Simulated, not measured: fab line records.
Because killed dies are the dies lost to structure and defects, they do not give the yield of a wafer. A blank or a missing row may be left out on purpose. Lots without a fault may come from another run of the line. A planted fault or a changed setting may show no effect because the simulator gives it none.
What tool caused it? + flow sky130 + Sampling: 13 lots, 39 wafers, 2 of 708 route steps

## WHAT THE GAUGES READ, wafer by wafer
The record holds no reading of a measuring or inspecting step that can be judged against a usual standard deviation.

## TOOL THAT RAN EACH LOT (tool first, then ch and the chambers of the sampled wafers, then the start)
| lot  | SKY_CAP2M_STRIP_14                  | SKY_PAD_OPEN_PROBE_99   |
|------|-------------------------------------|-------------------------|
| L816 | plasmaAsher-04 ch 0,1, day 41 03:08 | -                       |
| L817 | plasmaAsher-03 ch 0,1, day 41 12:49 | -                       |
| L818 | plasmaAsher-04 ch 0,1, day 42 01:45 | -                       |
| L819 | plasmaAsher-03 ch 0,1, day 42 07:27 | -                       |
| L821 | plasmaAsher-04 ch 0,1, day 42 15:32 | prober-01, day 47 10:32 |
| L822 | plasmaAsher-04 ch 0,1, day 43 00:11 | -                       |
| L824 | plasmaAsher-03 ch 0,1, day 43 11:41 | -                       |
| L823 | plasmaAsher-03 ch 0,1, day 43 16:15 | -                       |
| L825 | plasmaAsher-02 ch 0,1, day 43 20:45 | prober-02, day 48 12:10 |
| L826 | plasmaAsher-04 ch 1, day 44 04:48   | -                       |
| L827 | plasmaAsher-03 ch 0,1, day 44 05:11 | prober-02, day 48 20:01 |
| L828 | plasmaAsher-03 ch 0,1, day 44 09:16 | prober-01, day 48 22:39 |
| L838 | plasmaAsher-04 ch 0,1, day 47 01:50 | -                       |
- SKY_CAP2M_STRIP_14: strips in O2/N2.
- SKY_PAD_OPEN_PROBE_99

## AS READ BY THE TOOLS THEMSELVES (means over the sampled wafers that have a number; for cases with no such wafer, the mark the record gives instead)
SKY_CAP2M_STRIP_14. Usual: drypumpMotorCurrentA 6.1 A, standard deviation 0.41; n2FlowSccm 300.0 sccm, standard deviation 0.76; o2FlowSccm 3000 sccm, standard deviation 9.4; oesProductAu 0.710 a.u., standard deviation 0.0046; stripTimeToEndpointS 12.65 s, standard deviation 0.053.
| lot  | tool           | drypumpMotorCurrentA (A) | n2FlowSccm (sccm) | o2FlowSccm (sccm) | oesProductAu (a.u.) | stripTimeToEndpointS (s) | flag |
|------|----------------|--------------------------|-------------------|-------------------|---------------------|--------------------------|------|
| L816 | plasmaAsher-04 | 6.3                      | 300.9             | 3004              | 0.712               | 12.68                    |      |
| L817 | plasmaAsher-03 | 6.4                      | 299.3             | 2999              | 0.711               | 12.61                    |      |
| L818 | plasmaAsher-04 | 6.2                      | 300.5             | 2992              | 0.712               | 12.62                    |      |
| L819 | plasmaAsher-03 | 6.4                      | 299.8             | 3012              | 0.708               | 12.70                    |      |
| L821 | plasmaAsher-04 | 6.3                      | 299.5             | 2998              | 0.711               | 12.68                    |      |
| L822 | plasmaAsher-04 | 6.3                      | 299.5             | 2999              | 0.707               | 12.68                    |      |
| L824 | plasmaAsher-03 | 6.4                      | 299.0             | 3003              | 0.712               | 12.72                    |      |
| L823 | plasmaAsher-03 | 6.1                      | 300.3             | 3009              | 0.713               | 12.65                    |      |
| L825 | plasmaAsher-02 | 5.6                      | 299.4             | 2999              | 0.709               | 12.70                    |      |
| L826 | plasmaAsher-04 | 6.3                      | 299.7             | 2983              | 0.708               | 12.62                    |      |
| L827 | plasmaAsher-03 | 6.0                      | 300.1             | 2997              | 0.711               | 12.69                    |      |
| L828 | plasmaAsher-03 | 6.1                      | 300.2             | 3200              | 0.705               | 12.63                    | OFF  |
| L838 | plasmaAsher-04 | 6.2                      | 299.8             | 2994              | 0.713               | 12.62                    |      |

SKY_PAD_OPEN_PROBE_99. Usual: defectLimitedYield 82.6 %, standard deviation 1.9; killed_at_M0_to_M3 42, standard deviation 7; killed_at_M4_up 3.2, standard deviation 1.6; killedAtContacts 24, standard deviation 5.8; killedAtFrontEnd 16, standard deviation 4.3; killedAtOther 0.3, standard deviation 0.62; killedDies 86, standard deviation 9.5; killedOpen 46, standard deviation 6.4; killedShort 39, standard deviation 6.3; sort_bin_3_pad_short 0.9 %, standard deviation 0.43; sort_bin_5_function 10.5 %, standard deviation 1.4; sort_bin_6_memory 6.1 %, standard deviation 1.2; sort_bin_8_speed 0.00 %, standard deviation 0.017; sortNPass 406, standard deviation 9.5; sortYieldPct 82.6 %, standard deviation 1.9.
| lot  | tool      | defectLimitedYield (%) | killed_at_M0_to_M3 | killed_at_M4_up | killedAtContacts | killedAtFrontEnd | killedAtOther | killedDies | killedOpen | killedShort | sort_bin_3_pad_short (%) | sort_bin_5_function (%) | sort_bin_6_memory (%) | sort_bin_8_speed (%) | sortNPass | sortYieldPct (%) | flag |
|------|-----------|------------------------|--------------------|-----------------|------------------|------------------|---------------|------------|------------|-------------|--------------------------|-------------------------|-----------------------|----------------------|-----------|------------------|------|
| L821 | prober-01 | 81.8                   | 37                 | 4.7             | 29               | 19               | 0.7           | 90         | 47         | 41          | 1.3                      | 9.7                     | 7.2                   | 0.00                 | 402       | 81.8             |      |
| L825 | prober-02 | 82.8                   | 49                 | 2.7             | 18               | 14               | 0.3           | 84         | 46         | 38          | 0.5                      | 11.3                    | 5.4                   | 0.00                 | 408       | 82.8             |      |
| L827 | prober-02 | 83.7                   | 41                 | 3.0             | 29               | 7                | 0.0           | 80         | 47         | 32          | 0.8                      | 8.7                     | 6.7                   | 0.00                 | 412       | 83.7             |      |
| L828 | prober-01 | 77.6                   | 60                 | 5.0             | 22               | 23               | 0.0           | 110        | 53         | 57          | 0.6                      | 12.6                    | 9.1                   | 0.00                 | 382       | 77.6             |      |

## THE ANSWER, worked out from the rows above alone
Rule: lot off if the mean of its wafers having a number is beyond 3 standard deviations from the usual mean. Also off: a lot with no number at a reading for which 4 or more lots have one. Where the step has rows for the other lots, those lots are counted as sound. After the gauges, taken in route order, come the tools' own readings; for these a lot's mean is taken, as printed above. At the first step where some lot is off, the reading lying furthest off is the one used; lots without a number count as furthest.
Off: L828 (SKY_CAP2M_STRIP_14, o2FlowSccm).
A tool fits if, at that step or a process step before it, it ran every lot that is off, and no sound lot after the first of them. One fits: SKY_CAP2M_STRIP_14 on plasmaAsher-03. A fault onset in the window from L827 (day 44 05:11, its last sound lot) to L828 (day 44 09:16, its first lot off) fits.
On the lots that are off, the tool's own readings at SKY_CAP2M_STRIP_14 differ by more than 5 times the standard deviation of the sound lots' means, which bears it out; o2FlowSccm reads 3200 sccm there versus 2999 sccm on the sound lots.

## WHAT THE SIMULATOR PUT IN
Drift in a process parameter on plasmaAsher-03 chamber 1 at SKY_CAP2M_STRIP_14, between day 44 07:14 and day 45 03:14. Setting o2FlowSccm, moved by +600, from 3000. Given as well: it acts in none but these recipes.
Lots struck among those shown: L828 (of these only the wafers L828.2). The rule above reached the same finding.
